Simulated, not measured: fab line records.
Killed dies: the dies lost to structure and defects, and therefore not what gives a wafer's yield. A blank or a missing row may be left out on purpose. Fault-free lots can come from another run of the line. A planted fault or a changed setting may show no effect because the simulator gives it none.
The same fault as seen by 2 desks / flow sky130 / each desk has only its own numbers; what lay behind them comes last

TOOL OWNER'S DESK, implanter-03
The tool's own readings at SKY_VT_ADJUST_HVTR_IMPLANT_09, given as means over the sampled wafers that have a number, one for each lot that went through this tool. The brackets show how far a lot's mean lies from the usual mean; more than 4 standard deviations puts the lot out of limits, marked OUT.
Columns: A = dose_ions_cm2 at SKY_VT_ADJUST_HVTR_IMPLANT_09, usual 2.1e+12; B = faraday_current_uA at SKY_VT_ADJUST_HVTR_IMPLANT_09, usual 11.85
lot=L773; first seen here=day 11 14:38; A=2.1e+12; B=11.83
lot=L776; first seen here=day 12 22:32; A=9.0e+11 (-99 or more) OUT; B=5.11 (-32) OUT
lot=L777; first seen here=day 13 07:25; A=9.0e+11 (-99 or more) OUT; B=5.15 (-32) OUT
This desk's finding: out of limits on L776, L777; first on L776, day 12 22:32 (dose_ions_cm2 at SKY_VT_ADJUST_HVTR_IMPLANT_09). L773 stayed within limits.

AT THE METROLOGY DESK
What the gauges read, lot by lot, whatever tool the lot ran on: means of the sampled wafers that have a number. The brackets show how far a lot's mean lies from the usual mean; more than 4 standard deviations puts the lot out of limits, marked OUT.
Columns: A = cd_nm at SKY_VT_ADJUST_NCORE_CD_MEAS_07, usual 379.6 nm; B = VT_ADJUST_HVTR_TW at SKY_VT_ADJUST_HVTR_TW_MEAS_11, usual 212.3
lot=L766; first seen here=day 8 08:16; A=381.0; B=213.2
lot=L767; first seen here=day 8 18:56; A=382.4; B=211.4
lot=L768; first seen here=day 8 23:03; A=375.6; B=212.9
lot=L773; first seen here=day 10 14:19; A=375.9; B=211.0
lot=L776; first seen here=day 11 21:43; A=376.3; B=169.0 (-50) OUT
lot=L778; first seen here=day 12 05:05; A=382.2; B=212.4
lot=L777; first seen here=day 12 06:01; A=379.8; B=169.0 (-50) OUT
lot=L779; first seen here=day 12 09:57; A=383.2; B=212.6
lot=L785; first seen here=day 14 10:10; A=380.6; B=212.9
lot=L787; first seen here=day 14 22:14; A=378.3; B=212.0
lot=L788; first seen here=day 15 03:39; A=380.3; B=211.7
lot=L789; first seen here=day 15 08:28; A=383.2; B=210.2
This desk's finding: out of limits on L776, L777; first on L776, day 12 22:47 (VT_ADJUST_HVTR_TW at SKY_VT_ADJUST_HVTR_TW_MEAS_11). L766, L767, L768, L773, L778, L779, L785, L787, L788, L789 stayed within limits.

ALL TOGETHER
The tool owner's desk had the chance to raise an alarm at day 12 22:32 on L776, L777.
Metrology desk: alarm possible at day 12 22:47 on L776, L777.
Every lot named ran SKY_VT_ADJUST_HVTR_IMPLANT_09 on implanter-03.

WHAT THE SIMULATOR HAD INSERTED
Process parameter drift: implanter-03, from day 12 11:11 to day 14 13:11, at SKY_VT_ADJUST_HVTR_IMPLANT_09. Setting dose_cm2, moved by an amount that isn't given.
Struck lots among those shown: L776, L777.
Hours from the fault's start to each desk's first reading out of limits: the tool owner's desk, 11; the metrology desk, 12.
